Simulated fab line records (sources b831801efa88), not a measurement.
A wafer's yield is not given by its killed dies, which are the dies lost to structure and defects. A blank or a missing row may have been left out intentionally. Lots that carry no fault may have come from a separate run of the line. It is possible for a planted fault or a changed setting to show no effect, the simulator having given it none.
Check of tool commonality || flow sky130 || 33 wafers sampled across 11 lots

WHY THIS WAS OPENED
At SKY_METAL1_THK_MEAS_06 the reading METAL1_ALCU_THK is flagged on 3 of 11 lots. Fault-free wafers read 249 nm, with a standard deviation of 3.8.
Rule: flag the lot when none of its wafers has a number, or when each of its wafers that has one lies beyond 4 standard deviations from that mean. All remaining lots are regarded as sound.

{"lot": "L708", "measured": "day 32 04:27", "on": "filmMetro-01", "METAL1_ALCU_THK (nm), wafer by wafer": "253 241 245", "flag": ""}
{"lot": "L709", "measured": "day 32 09:09", "on": "filmMetro-03", "METAL1_ALCU_THK (nm), wafer by wafer": "250 248 248", "flag": ""}
{"lot": "L713", "measured": "day 33 15:04", "on": "filmMetro-04", "METAL1_ALCU_THK (nm), wafer by wafer": "289 290 289", "flag": "FLAGGED"}
{"lot": "L714", "measured": "day 34 06:23", "on": "filmMetro-03", "METAL1_ALCU_THK (nm), wafer by wafer": "288 286 283", "flag": "FLAGGED"}
{"lot": "L715", "measured": "day 34 12:02", "on": "filmMetro-03", "METAL1_ALCU_THK (nm), wafer by wafer": "285 285 288", "flag": "FLAGGED"}
{"lot": "L716", "measured": "day 34 23:43", "on": "filmMetro-03", "METAL1_ALCU_THK (nm), wafer by wafer": "257 256 255", "flag": ""}
{"lot": "L717", "measured": "day 34 23:49", "on": "filmMetro-01", "METAL1_ALCU_THK (nm), wafer by wafer": "247 250 250", "flag": ""}
{"lot": "L723", "measured": "day 36 21:37", "on": "filmMetro-04", "METAL1_ALCU_THK (nm), wafer by wafer": "252 248 254", "flag": ""}
{"lot": "L726", "measured": "day 37 16:39", "on": "filmMetro-04", "METAL1_ALCU_THK (nm), wafer by wafer": "256 252 254", "flag": ""}
{"lot": "L730", "measured": "day 39 09:11", "on": "filmMetro-04", "METAL1_ALCU_THK (nm), wafer by wafer": "254 250 250", "flag": ""}
{"lot": "L729", "measured": "day 39 11:38", "on": "filmMetro-04", "METAL1_ALCU_THK (nm), wafer by wafer": "253 251 249", "flag": ""}
Average over the flagged lots: 287 nm; offset from the usual +38 nm, equal to +10 standard deviations.

WHICH TOOL EACH LOT WENT THROUGH
The record holds 3 process steps before the reading, out of a route of 708 steps. Cell contents, in order: the tool; ch with the chambers the sampled wafers went through; the start.
{"lot": "L708", "flag": "", "SKY_METAL1_SPUTTER_01": "pvdSputter-03, day 32 04:13", "SKY_METAL1_SPUTTER_03": "pvdSputter-03, day 32 04:16", "SKY_METAL1_SPUTTER_04": "pvdSputter-03, day 32 04:17"}
{"lot": "L709", "flag": "", "SKY_METAL1_SPUTTER_01": "pvdSputter-01, day 32 08:55", "SKY_METAL1_SPUTTER_03": "pvdSputter-01, day 32 08:58", "SKY_METAL1_SPUTTER_04": "pvdSputter-01, day 32 08:59"}
{"lot": "L713", "flag": "FLAGGED", "SKY_METAL1_SPUTTER_01": "pvdSputter-01, day 33 14:48", "SKY_METAL1_SPUTTER_03": "pvdSputter-01, day 33 14:51", "SKY_METAL1_SPUTTER_04": "pvdSputter-01, day 33 14:52"}
{"lot": "L714", "flag": "FLAGGED", "SKY_METAL1_SPUTTER_01": "pvdSputter-03, day 34 06:08", "SKY_METAL1_SPUTTER_03": "pvdSputter-03, day 34 06:11", "SKY_METAL1_SPUTTER_04": "pvdSputter-03, day 34 06:13"}
{"lot": "L715", "flag": "FLAGGED", "SKY_METAL1_SPUTTER_01": "pvdSputter-01, day 34 11:48", "SKY_METAL1_SPUTTER_03": "pvdSputter-01, day 34 11:51", "SKY_METAL1_SPUTTER_04": "pvdSputter-01, day 34 11:52"}
{"lot": "L716", "flag": "", "SKY_METAL1_SPUTTER_01": "pvdSputter-01, day 34 23:27", "SKY_METAL1_SPUTTER_03": "pvdSputter-01, day 34 23:30", "SKY_METAL1_SPUTTER_04": "pvdSputter-01, day 34 23:31"}
{"lot": "L717", "flag": "", "SKY_METAL1_SPUTTER_01": "pvdSputter-04, day 34 23:34", "SKY_METAL1_SPUTTER_03": "pvdSputter-04, day 34 23:37", "SKY_METAL1_SPUTTER_04": "pvdSputter-04, day 34 23:38"}
{"lot": "L723", "flag": "", "SKY_METAL1_SPUTTER_01": "pvdSputter-03, day 36 21:21", "SKY_METAL1_SPUTTER_03": "pvdSputter-03, day 36 21:24", "SKY_METAL1_SPUTTER_04": "pvdSputter-03, day 36 21:25"}
{"lot": "L726", "flag": "", "SKY_METAL1_SPUTTER_01": "pvdSputter-01, day 37 16:25", "SKY_METAL1_SPUTTER_03": "pvdSputter-01, day 37 16:28", "SKY_METAL1_SPUTTER_04": "pvdSputter-01, day 37 16:29"}
{"lot": "L730", "flag": "", "SKY_METAL1_SPUTTER_01": "pvdSputter-01, day 39 08:53", "SKY_METAL1_SPUTTER_03": "pvdSputter-01, day 39 08:56", "SKY_METAL1_SPUTTER_04": "pvdSputter-01, day 39 08:58"}
{"lot": "L729", "flag": "", "SKY_METAL1_SPUTTER_01": "pvdSputter-03, day 39 11:24", "SKY_METAL1_SPUTTER_03": "pvdSputter-03, day 39 11:27", "SKY_METAL1_SPUTTER_04": "pvdSputter-03, day 39 11:28"}
These steps, and what they do:
- SKY_METAL1_SPUTTER_01: material TiN, target thk 20 nm, time 16.7 s.
- SKY_METAL1_SPUTTER_03: material Ti, target thk 5 nm, time 3.3 s.
- SKY_METAL1_SPUTTER_04: material TiN, target thk 70 nm, time 58.3 s.
- SKY_METAL1_THK_MEAS_06: measures by xrf.

FLAGGED AGAINST TOTAL, ONE TOOL AT A TIME (gauges that did the reading follow at the end)
{"step": "SKY_METAL1_SPUTTER_01", "tool": "pvdSputter-01", "lots run": 6, "flagged": 2, "share of the flagged lots": "some", "sound lots run after its first flagged lot": "3 (L716,L726,L730)"}
{"step": "SKY_METAL1_SPUTTER_01", "tool": "pvdSputter-03", "lots run": 4, "flagged": 1, "share of the flagged lots": "some", "sound lots run after its first flagged lot": "2 (L723,L729)"}
{"step": "SKY_METAL1_SPUTTER_01", "tool": "pvdSputter-04", "lots run": 1, "flagged": 0, "share of the flagged lots": "none", "sound lots run after its first flagged lot": "-"}
{"step": "SKY_METAL1_SPUTTER_03", "tool": "pvdSputter-01", "lots run": 6, "flagged": 2, "share of the flagged lots": "some", "sound lots run after its first flagged lot": "3 (L716,L726,L730)"}
{"step": "SKY_METAL1_SPUTTER_03", "tool": "pvdSputter-03", "lots run": 4, "flagged": 1, "share of the flagged lots": "some", "sound lots run after its first flagged lot": "2 (L723,L729)"}
{"step": "SKY_METAL1_SPUTTER_03", "tool": "pvdSputter-04", "lots run": 1, "flagged": 0, "share of the flagged lots": "none", "sound lots run after its first flagged lot": "-"}
{"step": "SKY_METAL1_SPUTTER_04", "tool": "pvdSputter-01", "lots run": 6, "flagged": 2, "share of the flagged lots": "some", "sound lots run after its first flagged lot": "3 (L716,L726,L730)"}
{"step": "SKY_METAL1_SPUTTER_04", "tool": "pvdSputter-03", "lots run": 4, "flagged": 1, "share of the flagged lots": "some", "sound lots run after its first flagged lot": "2 (L723,L729)"}
{"step": "SKY_METAL1_SPUTTER_04", "tool": "pvdSputter-04", "lots run": 1, "flagged": 0, "share of the flagged lots": "none", "sound lots run after its first flagged lot": "-"}
{"step": "SKY_METAL1_THK_MEAS_06", "tool": "filmMetro-01", "lots run": 2, "flagged": 0, "share of the flagged lots": "none", "sound lots run after its first flagged lot": "-"}
{"step": "SKY_METAL1_THK_MEAS_06", "tool": "filmMetro-03", "lots run": 4, "flagged": 2, "share of the flagged lots": "some", "sound lots run after its first flagged lot": "1 (L716)"}
{"step": "SKY_METAL1_THK_MEAS_06", "tool": "filmMetro-04", "lots run": 5, "flagged": 1, "share of the flagged lots": "some", "sound lots run after its first flagged lot": "4 (L723,L726,L730,L729)"}

WHAT IS ALLOWED BY THE TABLE
No row of the table ran every flagged lot.

WHAT HAD BEEN PUT IN BY THE SIMULATOR
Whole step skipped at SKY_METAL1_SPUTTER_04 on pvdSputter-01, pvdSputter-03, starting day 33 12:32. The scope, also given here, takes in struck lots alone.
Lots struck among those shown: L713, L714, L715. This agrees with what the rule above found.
